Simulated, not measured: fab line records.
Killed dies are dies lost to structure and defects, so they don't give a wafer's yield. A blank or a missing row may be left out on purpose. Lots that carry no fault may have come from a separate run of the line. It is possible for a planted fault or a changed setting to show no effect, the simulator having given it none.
fab line records -- flow sky130
record: lots: 5, wafers: 14, lastDay: 51
route steps=708 shown METAL2@495 VIA2@507 PAD_OPEN@708
lots that met no fault: from a run of the same line without faults
startH: hours from the record's opening day to when the first of the lot's shown wafers began -- waitH: hours from the lot's prior step to this one -- " repeats the value in the row above -- L1.1+2: one row covering several wafers at once -- - no value, or no start was given -- * or withheld: withheld -- < > ~ a bound
route shown NAME@n: NAME is a module with steps in the file, n the number in the route of the first one -- usual: mean and standard deviation over wafers with no fault -- same: alike in all rows -- chamber/n: place in a boat -- sites: the reading at each site -- _std_site: the standard deviation of these -- _edge_site: the outer-site mean with the inner-site mean subtracted -- radiusMm: for every site, how far away it sits from the centre of the wafer -- mask NAME#n: copy n -- behind: the most recent tool/chamber to have shaped the wafer -- hold: why the lot was held/for how many hours/how that ended -- device: transistor that didn't switch, given as n, p or np -- end of line: the route-end tests of the same wafers -- a step given without rows: its recipe and nothing more -- killed: dies lost to structure and defects at the first sort, not the wafer's yield -- map: dies across one wafer; x = killed, . = not, _ = none there
set.NAME: the setting as run; set.NAME@STEP: as run at that earlier step -- model.NAME: the simulator's own value behind a step, which no gauge read
a table for each step, a row for each wafer; lots at some steps of the route
services: the hour from which a tool's chamber was out of use, counted from the record's first day as startH (under 0 if before that day), plus the number of hours and why
== steps ==
step: SKY_METAL2_EXPOSE_12
recipe: maskId: MM2, na: 0.8, sourceShape: annular, sigmaInner: 0.55, sigmaOuter: 0.85, targetCdNm: 140, doseMj: 28
step: SKY_METAL2_PEB_13
recipe: pebTempC: withheld, pebTimeS: withheld, resist: KrF-thick
step: SKY_METAL2_DEVELOP_14
recipe: developTimeS: 60, resist: KrF-thick, devTempC: 21
step: SKY_METAL2_CD_MEAS_15
recipe: targetCdNm: 140
usual: cdNm: 140.4/1.6
lot.wafer,tool,chamber,startH,waitH,cdNm
L403.2,cdSem-01,-,856.51,-,141.0
L403.3,cdSem-01,-,856.51,-,141.5
L403.5,cdSem-01,-,856.51,-,141.4
L413.3,cdSem-01,-,924.95,-,137.8
L413.6,cdSem-01,-,924.95,-,139.0
L420.1,cdSem-02,-,973.29,-,142.7
L420.2,cdSem-02,-,973.29,-,142.9
L420.6,cdSem-02,-,973.29,-,143.6
L421.1,cdSem-01,-,982.13,-,140.2
L421.2,cdSem-01,-,982.13,-,138.7
L421.3,cdSem-01,-,982.13,-,138.4
L424.2,cdSem-01,-,996.79,-,138.9
L424.5,cdSem-01,-,996.79,-,139.6
L424.6,cdSem-01,-,996.79,-,138.3
step: SKY_METAL2_OVL_MEAS_16
usual: METAL2_OVL: -1/6.4
lot.wafer,tool,chamber,startH,waitH,METAL2_OVL[nm]
L403.2,overlay-01,-,856.62,0.1,8
L403.3,overlay-01,-,856.62,0.1,9
L403.5,overlay-01,-,856.62,0.1,2
L413.3,overlay-01,-,925.05,0.1,-11
L413.6,overlay-01,-,925.05,0.1,-7
L420.1,overlay-02,-,973.41,0.1,6
L420.2,overlay-02,-,973.41,0.1,10
L420.6,overlay-02,-,973.41,0.1,10
L421.1,overlay-01,-,982.25,0.1,4
L421.2,overlay-01,-,982.25,0.1,1
L421.3,overlay-01,-,982.25,0.1,-3
L424.2,overlay-01,-,996.89,0.1,-1
L424.5,overlay-01,-,996.89,0.1,-5
L424.6,overlay-01,-,996.89,0.1,-5
step: SKY_METAL2_DESCUM_17
recipe: chemistry: O2, sourcePowerW: 150, biasPowerW: 0, pressureMtorr: 10, tempC: 40, timeS: 8
usual: drypumpMotorCurrentA: 5.8/0.36, oesProductAu: 0.990/0.013, rfFwdPowerW: 147.3/0.66
lot.wafer,tool,chamber,startH,waitH,drypumpMotorCurrentA,oesProductAu,rfFwdPowerW,rfHoursCounterH
L403.2,rieMetal-04,0,856.65,0.0,6.3,0.988,147.2,14
L403.3,rieMetal-04,1,856.65,0.0,5.2,0.987,146.6,-
L403.5,rieMetal-04,1,856.65,0.0,5.2,1.002,146.3,-
L413.3,rieMetal-04,0,925.08,0.0,6.3,0.982,146.4,-
L413.6,rieMetal-04,1,925.08,0.0,5.2,0.979,146.3,-
L420.1,rieMetal-03,1,973.45,0.0,5.4,0.975,146.9,15
L420.2,rieMetal-03,0,973.45,0.0,6.2,0.983,147.1,18
L420.6,rieMetal-03,0,973.45,0.0,6.2,0.990,147.6,-
L421.1,rieMetal-04,1,982.28,0.0,5.2,0.970,146.9,12
L421.2,rieMetal-04,0,982.28,0.0,6.3,0.993,147.3,19
L421.3,rieMetal-04,1,982.28,0.0,5.2,0.980,146.6,-
L424.2,rieMetal-01,1,996.92,0.0,5.7,0.987,147.4,9
L424.5,rieMetal-01,0,996.92,0.0,5.6,1.017,147.0,-
L424.6,rieMetal-01,1,996.92,0.0,5.7,1.003,147.5,-
step: SKY_METAL2_ETCH_18
recipe: chemistry: N2/H2, target: BARC, ionEnergyEv: 200, biasW: 100, pressureMtorr: 30, n2FlowSccm: 100, h2FlowSccm: 200, icpW: 500, stopOn: SiO2, timeS: 45.9, targetDepthA: 600
usual: drypumpMotorCurrentA: 5.8/0.36, oesProductAu: 0.855/0.0045, rfFwdPowerW: 495.3/1.6, throttleValvePct: 13.225/0.01
lot.wafer,tool,chamber,startH,waitH,drypumpMotorCurrentA,oesProductAu,rfFwdPowerW,rfHoursCounterH,throttleValvePct
L403.2,rieMetal-04,0,856.68,0.0,6.3,0.854,495.7,14,13.244
L403.3,rieMetal-04,1,856.68,0.0,5.2,0.853,492.1,-,13.232
L403.5,rieMetal-04,1,856.68,0.0,5.2,0.858,494.0,-,13.226
L413.3,rieMetal-04,0,925.12,0.0,6.3,0.854,493.1,-,13.223
L413.6,rieMetal-04,1,925.12,0.0,5.2,0.855,495.8,-,13.222
L420.1,rieMetal-03,1,973.48,0.0,5.4,0.858,492.9,15,13.229
L420.2,rieMetal-03,0,973.48,0.0,6.3,0.849,495.5,18,13.228
L420.6,rieMetal-03,0,973.48,0.0,6.2,0.850,494.9,-,13.223
L421.1,rieMetal-04,1,982.31,0.0,5.2,0.854,493.0,12,13.213
L421.2,rieMetal-04,0,982.31,0.0,6.3,0.854,495.3,19,13.226
L421.3,rieMetal-04,1,982.31,0.0,5.2,0.855,494.1,-,13.223
L424.2,rieMetal-01,1,996.95,0.0,5.8,0.846,496.2,9,13.238
L424.5,rieMetal-01,0,996.95,0.0,5.7,0.855,495.7,-,13.220
L424.6,rieMetal-01,1,996.95,0.0,5.8,0.852,496.0,-,13.229
step: SKY_METAL2_METAL_ETCH_19
recipe: targetDepthA: 3600, stopOn: SiO2, overEtchFrac: 0.3, timeS: 78, chemistry: Cl2/BCl3, resistSidewallDeg: 88, pressureMtorr: 10, icpW: 900, biasW: 48.5, Cl2_flow_sccm: 60, bcl3FlowSccm: 30
usual: drypumpMotorCurrentA: 5.7/0.36, oesProductAu: 0.856/0.0054, rfFwdPowerW: 894.3/2.6, throttleValvePct: 22.265/0.0093
lot.wafer,tool,chamber,startH,waitH,drypumpMotorCurrentA,oesProductAu,rfFwdPowerW,rfHoursCounterH,throttleValvePct
L403.2,rieMetal-04,0,856.74,0.0,6.3,0.859,888.4,14,22.272
L403.3,rieMetal-04,1,856.74,0.0,5.3,0.860,891.7,-,22.263
L403.5,rieMetal-04,1,856.74,0.0,5.2,0.859,889.3,-,22.260
L413.3,rieMetal-04,0,925.20,0.1,6.3,0.852,894.9,-,22.289
L413.6,rieMetal-04,1,925.20,0.1,5.2,0.856,896.7,-,22.253
L420.1,rieMetal-03,1,973.54,0.0,5.4,0.856,889.5,15,22.263
L420.2,rieMetal-03,0,973.54,0.0,6.2,0.850,894.0,18,22.242
L420.6,rieMetal-03,0,973.54,0.0,6.2,0.864,895.0,-,22.278
L421.1,rieMetal-04,1,982.38,0.0,5.2,0.859,891.6,12,22.269
L421.2,rieMetal-04,0,982.38,0.0,6.3,0.861,893.3,20,22.276
L421.3,rieMetal-04,1,982.38,0.0,5.2,0.855,894.8,-,22.269
L424.2,rieMetal-01,1,997.02,0.0,5.7,0.853,894.3,9,22.265
L424.5,rieMetal-01,0,997.02,0.0,5.6,0.863,894.8,-,22.269
L424.6,rieMetal-01,1,997.02,0.0,5.7,0.853,894.4,-,22.264
step: SKY_METAL2_STRIP_20
recipe: chemistry: O2/N2, powerW: 1400, pressureMtorr: 1500, platenTempC: withheld, o2FlowSccm: 3000, n2FlowSccm: 300, overashFraction: 0.5
usual: drypumpMotorCurrentA: 5.5/0.42, oesProductAu: 0.345/0.005, stripTimeToEndpointS: 2.75/0.061
lot.wafer,tool,chamber,startH,waitH,drypumpMotorCurrentA,oesProductAu,rfHoursCounterH,stripTimeToEndpointS
L403.2,plasmaAsher-01,0,856.83,0.1,5.0,0.344,75,2.82
L403.3,plasmaAsher-01,0,856.83,0.1,5.0,0.338,-,2.79
L403.5,plasmaAsher-01,1,856.83,0.1,5.8,0.351,-,2.79
L413.3,plasmaAsher-03,0,925.29,0.1,5.4,0.347,-,2.77
L413.6,plasmaAsher-03,0,925.29,0.1,5.4,0.349,-,2.77
L420.1,plasmaAsher-03,1,973.63,0.1,6.1,0.346,52,2.82
L420.2,plasmaAsher-03,0,973.63,0.1,5.4,0.337,52,2.74
L420.6,plasmaAsher-03,1,973.63,0.1,6.1,0.353,-,2.73
L421.1,plasmaAsher-01,1,982.47,0.1,5.8,0.346,87,2.77
L421.2,plasmaAsher-01,0,982.47,0.1,5.0,0.344,87,2.74
L421.3,plasmaAsher-01,0,982.47,0.1,5.0,0.349,-,2.79
L424.2,plasmaAsher-03,1,997.11,0.1,6.1,0.349,54,2.77
L424.5,plasmaAsher-03,0,997.11,0.1,5.4,0.341,-,2.61
L424.6,plasmaAsher-03,1,997.11,0.1,6.2,0.346,-,2.78
step: SKY_METAL2_STRIP_21
recipe: chemistry: postEtchResidueRemover, timeS: 1200, tempC: 72.5
step: SKY_METAL2_CLEAN_22
recipe: chemistry: IPA, timeS: 180, tempC: 25
step: SKY_METAL2_CLEAN_23
recipe: chemistry: O3/DIW, dry: n2Spin
step: SKY_VIA2_HDPCVD_00
recipe: material: SiO2, targetThkNm: 1180, sigmaOpenFrac: 0.3, timeS: 196.7, tempC: 400, sih4FlowSccm: 60, pressureMtorr: 6
usual: runLengthS: 224.6/0.61
lot.wafer,tool,chamber,startH,waitH,runLengthS,model.SiO2_of_VIA2_HDPCVD_00.thkNm
L403.2,hdpcvd-01,2,857.46,0.0,224.2,1160
L403.3,hdpcvd-01,1,857.46,0.0,225.2,1207
L403.5,hdpcvd-01,0,857.46,0.0,224.8,1205
L413.3,hdpcvd-02,0,925.85,0.0,246.7,1312
L413.6,hdpcvd-02,0,925.85,0.0,223.8,1187
L420.1,hdpcvd-01,0,974.23,0.0,225.5,1205
L420.2,hdpcvd-01,1,974.23,0.0,225.0,1192
L420.6,hdpcvd-01,1,974.23,0.0,224.3,1196
L421.1,hdpcvd-02,0,983.06,0.0,223.7,1164
L421.2,hdpcvd-02,1,983.06,0.0,225.3,1177
L421.3,hdpcvd-02,2,983.06,0.0,224.3,1185
L424.2,hdpcvd-01,0,997.70,0.0,225.4,1218
L424.5,hdpcvd-01,2,997.70,0.0,224.5,1183
L424.6,hdpcvd-01,1,997.70,0.0,224.7,1200
step: SKY_VIA2_THK_MEAS_01
recipe: reads: SiO2_of_VIA2_HDPCVD_00
usual: VIA2_HDPCVD_THK: 1186/13
lot.wafer,tool,chamber,startH,waitH,VIA2_HDPCVD_THK[nm]
L403.2,filmMetro-04,-,857.59,0.1,1161
L403.3,filmMetro-04,-,857.59,0.1,1207
L403.5,filmMetro-04,-,857.59,0.1,1206
L413.3,filmMetro-03,-,925.99,0.1,1311
L413.6,filmMetro-03,-,925.99,0.1,1187
L420.1,filmMetro-04,-,974.36,0.1,1204
L420.2,filmMetro-04,-,974.36,0.1,1191
L420.6,filmMetro-04,-,974.36,0.1,1197
L421.1,filmMetro-03,-,983.19,0.1,1163
L421.2,filmMetro-03,-,983.19,0.1,1176
L421.3,filmMetro-03,-,983.19,0.1,1184
L424.2,filmMetro-03,-,997.83,0.1,1218
L424.5,filmMetro-03,-,997.83,0.1,1183
L424.6,filmMetro-03,-,997.83,0.1,1200
step: SKY_VIA2_CMP_02
recipe: material: SiO2, downForcePsi: 4, platenRpm: 60, padVelocityMS: 0.94248
usual: edgeZonePressureFrac: 1.000/0.005, headPressurePsi: 4.001/0.0078, motorCurrentA: 11.9/0.8, platenRpm: 60.00/0.043, slurryFilterDpKPa: 13.51/0.15
lot.wafer,tool,chamber,startH,waitH,edgeZonePressureFrac,headPressurePsi,motorCurrentA,platenRpm,slurryFilterDpKPa
L403.3,cmp-01,1,857.69,0.1,1.003,4.001,11.5,59.96,13.50
L403.2,cmp-01,3,857.69,0.1,0.998,3.996,12.9,60.01,13.34
L403.5,cmp-01,1,857.69,0.1,0.996,4.003,11.9,60.02,13.53
L413.3,cmp-01,0,926.21,0.2,0.995,3.993,11.1,59.97,13.42
L413.6,cmp-01,3,926.21,0.2,0.998,4.009,13.1,59.91,13.65
L420.2,cmp-02,3,974.48,0.1,0.997,4.003,10.8,59.95,13.59
L420.1,cmp-02,0,974.48,0.1,1.002,4.002,13.4,59.99,13.43
L420.6,cmp-02,0,974.48,0.1,0.997,3.999,13.1,59.98,13.52
L421.3,cmp-01,2,983.30,0.1,1.002,4.002,11.5,59.97,13.53
L421.2,cmp-01,3,983.30,0.1,1.007,4.001,12.8,59.92,13.57
L421.1,cmp-01,0,983.30,0.1,0.987,3.988,11.4,60.01,13.43
L424.2,cmp-02,0,998.03,0.2,1.013,4.013,12.7,60.04,13.73
L424.5,cmp-02,1,998.03,0.2,1.004,4.005,11.4,59.99,13.28
L424.6,cmp-02,2,998.03,0.2,1.001,3.997,10.7,59.95,13.25
step: SKY_PAD_OPEN_PROBE_99
usual: defectLimitedYield: 82.7/1.9, killed_at_M0_to_M3: 44/7.2, killed_at_M4_up: 2.9/1.8, killedAtContacts: 24/5.2, killedAtFrontEnd: 15/4, killedAtOther: 0.2/0.49, killedDies: 85/9.1, killedOnRim: 17/3.7, killedOpen: 47/6.8, killedShort: 38/5.7, sort_bin_3_pad_short: 0.9/0.44, sort_bin_5_function: 10.3/1.4, sort_bin_6_memory: 6.2/1.1, sortNPass: 407/9.1, sortYieldPct: 82.7/1.9
same: grossDies: 492, killedAtBackSide: 0, sort_bin_4_leakage[%]: 0, sort_bin_8_speed[%]: 0
lot.wafer,tool,chamber,startH,waitH,defectLimitedYield[%],killed_at_M0_to_M3,killed_at_M4_up,killedAtContacts,killedAtFrontEnd,killedAtOther,killedDies,killedOnRim,killedOpen,killedShort,sort_bin_3_pad_short[%],sort_bin_5_function[%],sort_bin_6_memory[%],sortNPass,sortYieldPct[%]
L403.2,prober-01,-,1111.07,0.1,81.7,38,4,27,20,1,90,16,42,48,0.6,9.8,7.9,402,81.7
L403.3,prober-01,-,1111.12,0.2,83.5,48,4,14,15,0,81,20,41,40,0.4,12.4,3.7,411,83.5
L403.5,prober-01,-,1111.22,0.2,83.7,41,5,23,11,0,80,16,50,30,0.4,8.5,7.3,412,83.7
L413.3,prober-01,-,1164.52,0.2,82.3,42,2,27,16,0,87,15,40,47,0.6,10.4,6.7,405,82.3
L413.6,prober-01,-,1164.67,0.2,85.4,30,4,22,15,1,72,17,35,37,1.6,7.9,5.1,420,85.4
L420.1,prober-02,-,1198.71,0.1,81.1,40,2,26,25,0,93,25,50,43,1.6,10.0,7.3,399,81.1
L420.2,prober-02,-,1198.76,0.1,78.9,50,5,31,18,0,104,19,59,45,0.6,12.8,7.7,388,78.9
L420.6,prober-02,-,1198.96,0.2,82.7,36,1,29,19,0,85,10,54,31,0.8,10.2,6.3,407,82.7
L421.1,prober-01,-,1204.21,0.1,81.5,41,1,26,23,0,91,16,54,37,0.8,11.2,6.5,401,81.5
L421.2,prober-01,-,1204.26,0.1,84.3,36,4,21,16,0,77,15,45,32,1.0,8.9,5.7,415,84.3
L421.3,prober-01,-,1204.31,0.2,81.5,48,2,29,11,1,91,20,50,41,0.2,12.4,5.9,401,81.5
L424.2,prober-02,-,1212.96,0.1,85.6,40,2,14,14,1,71,17,40,31,0.4,8.9,5.1,421,85.6
L424.5,prober-02,-,1213.11,0.2,84.3,40,5,21,11,0,77,10,46,31,0.2,9.8,5.7,415,84.3
L424.6,prober-02,-,1213.16,0.2,82.9,53,3,14,14,0,84,13,50,34,0.4,10.0,6.7,408,82.9
killed by level:class
L403.2 VIA1:geometricParticle:open=10 CONTACT:geometricParticle:open=8 FIELD_ISO:geometricParticle:short=7 LI_CONTACT:geometricParticle:open=6 VIA1:geometricParticle:short=6 VIA3:geometricParticle:open=6 LOCAL_INTERCONNECT:geometricParticle:short=5 CONTACT:geometricParticle:short=5
L403.3 VIA2:geometricParticle:open=8 VIA1:geometricParticle:open=7 VIA1:geometricParticle:short=7 FIELD_ISO:geometricParticle:short=5 VIA3:geometricParticle:open=5 FIELD_ISO:geometricParticle:open=4 CONTACT:geometricParticle:open=4 CONTACT:geometricParticle:short=4
L403.5 VIA1:geometricParticle:open=11 CONTACT:geometricParticle:open=10 VIA3:geometricParticle:open=8 VIA2:geometricParticle:open=6 CONTACT:geometricParticle:short=5 VIA1:geometricParticle:short=5 METAL2:geometricParticle:short=5 LI_CONTACT:geometricParticle:open=4
L413.3 CONTACT:geometricParticle:open=10 CONTACT:geometricParticle:short=7 VIA1:geometricParticle:open=7 VIA2:geometricParticle:open=7 VIA3:geometricParticle:open=6 FIELD_ISO:geometricParticle:short=5 LOCAL_INTERCONNECT:geometricParticle:short=5 VIA1:geometricParticle:short=5
L413.6 CONTACT:geometricParticle:open=7 LOCAL_INTERCONNECT:geometricParticle:short=6 FIELD_ISO:geometricParticle:short=5 LI_CONTACT:geometricParticle:open=5 VIA1:geometricParticle:open=5 VIA1:geometricParticle:short=4 VIA2:geometricParticle:short=4 METAL3:geometricParticle:short=4
L420.1 CONTACT:geometricParticle:open=12 VIA1:geometricParticle:open=9 VIA3:geometricParticle:open=9 FIELD_ISO:geometricParticle:open=6 FIELD_ISO:geometricParticle:short=5 POLY_GATE:geometricParticle:short=5 CONTACT:geometricParticle:short=5 POLY_CUT:geometricParticle:short=5
L420.2 VIA1:geometricParticle:open=13 LI_CONTACT:geometricParticle:open=10 CONTACT:geometricParticle:open=9 CONTACT:geometricParticle:short=7 METAL1:geometricParticle:short=7 VIA2:geometricParticle:open=6 METAL2:geometricParticle:open=5 VIA3:geometricParticle:short=5
L420.6 CONTACT:geometricParticle:open=13 VIA1:geometricParticle:open=13 VIA3:geometricParticle:open=7 LI_CONTACT:geometricParticle:open=6 CONTACT:geometricParticle:short=5 POLY_GATE:geometricParticle:open=4 VIA2:geometricParticle:open=4 FIELD_ISO:geometricParticle:short=3
L421.1 CONTACT:geometricParticle:open=15 FIELD_ISO:geometricParticle:open=8 VIA1:geometricParticle:open=8 VIA2:geometricParticle:open=7 FIELD_ISO:geometricParticle:short=5 POLY_GATE:geometricParticle:open=5 METAL1:geometricParticle:short=5 VIA2:geometricParticle:short=5
L421.2 LI_CONTACT:geometricParticle:open=9 VIA2:geometricParticle:open=8 FIELD_ISO:geometricParticle:open=6 CONTACT:geometricParticle:open=6 VIA1:geometricParticle:open=6 POLY_GATE:geometricParticle:short=5 VIA1:geometricParticle:short=4 VIA3:geometricParticle:open=4
L421.3 VIA3:geometricParticle:open=12 CONTACT:geometricParticle:open=11 LI_CONTACT:geometricParticle:open=9 VIA2:geometricParticle:open=9 VIA1:geometricParticle:short=8 METAL1:geometricParticle:short=6 CONTACT:geometricParticle:short=5 FIELD_ISO:geometricParticle:short=4
L424.2 VIA3:geometricParticle:open=11 VIA1:geometricParticle:open=7 CONTACT:geometricParticle:open=5 METAL1:geometricParticle:short=5 FIELD_ISO:geometricParticle:open=4 METAL3:geometricParticle:short=4 LOCAL_INTERCONNECT:geometricParticle:short=4 VIA1:geometricParticle:short=4
L424.5 VIA1:geometricParticle:open=9 CONTACT:geometricParticle:open=8 VIA2:geometricParticle:open=7 METAL1:geometricParticle:short=6 LI_CONTACT:geometricParticle:short=5 VIA3:geometricParticle:open=5 VIA1:geometricParticle:short=4 POLY_GATE:geometricParticle:short=3
L424.6 VIA1:geometricParticle:open=15 METAL1:geometricParticle:short=11 VIA3:geometricParticle:open=10 POLY_GATE:geometricParticle:open=7 VIA2:geometricParticle:open=6 LOCAL_INTERCONNECT:geometricParticle:short=4 CONTACT:geometricParticle:open=4 METAL2:geometricParticle:short=4
== services ==
tool,chamber,startH,hours,kind
rieMetal-04,-,833.85,0.6,repair
hdpcvd-01,-,836.47,4.0,repair
cmp-02,-,844.01,6.1,repair
rieMetal-01,-,845.10,1.6,repair
plasmaAsher-03,-,846.60,2.8,pm
cmp-01,-,853.43,0.9,repair
rieMetal-01,0,862.23,-,clean
rieMetal-01,0,862.23,22.7,scheduledDown
rieMetal-01,0,862.23,22.7,ventCycle
cmp-02,-,862.74,19.6,pm
hdpcvd-02,1,872.82,2.2,repair
cmp-01,-,882.59,5.5,pm
hdpcvd-01,-,887.43,0.6,repair
cmp-02,-,892.65,5.4,pm
hdpcvd-02,2,892.97,11.5,repair
cmp-02,-,912.07,4.0,pm
cmp-02,-,912.90,1.0,repair
cmp-01,-,916.07,5.4,pm
cmp-02,-,922.56,6.5,repair
rieMetal-03,0,925.01,1.5,repair
hdpcvd-02,-,950.25,15.0,pm
cmp-01,-,967.33,6.7,repair
hdpcvd-02,-,981.47,1.0,repair
cmp-02,-,982.08,4.1,repair
== key ==
firstSign: step: SKY_VIA2_HDPCVD_00, reading: runLengthS, direction: up, sigmas: 36, usual: *, struck: *
effect: step: SKY_VIA2_THK_MEAS_01, reading: VIA2_HDPCVD_THK, direction: up, sigmas: 9.4, usual: 1186, struck: 1311
modelEffect: step: SKY_VIA2_HDPCVD_00, value: SiO2_of_VIA2_HDPCVD_00.thkNm, without: 1176, struck: 1312
metAt SKY_VIA2_HDPCVD_00
struckWafers L413.3
fault: kind: processParameterDrift, tool: hdpcvd-02, chamber: -, onsetH: 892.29, steps: SKY_VIA2_HDPCVD_00, channel: timeS, offset: *, shape: step, endH: 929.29, scope: struckWafersOnly, actsIn: *, stated: *
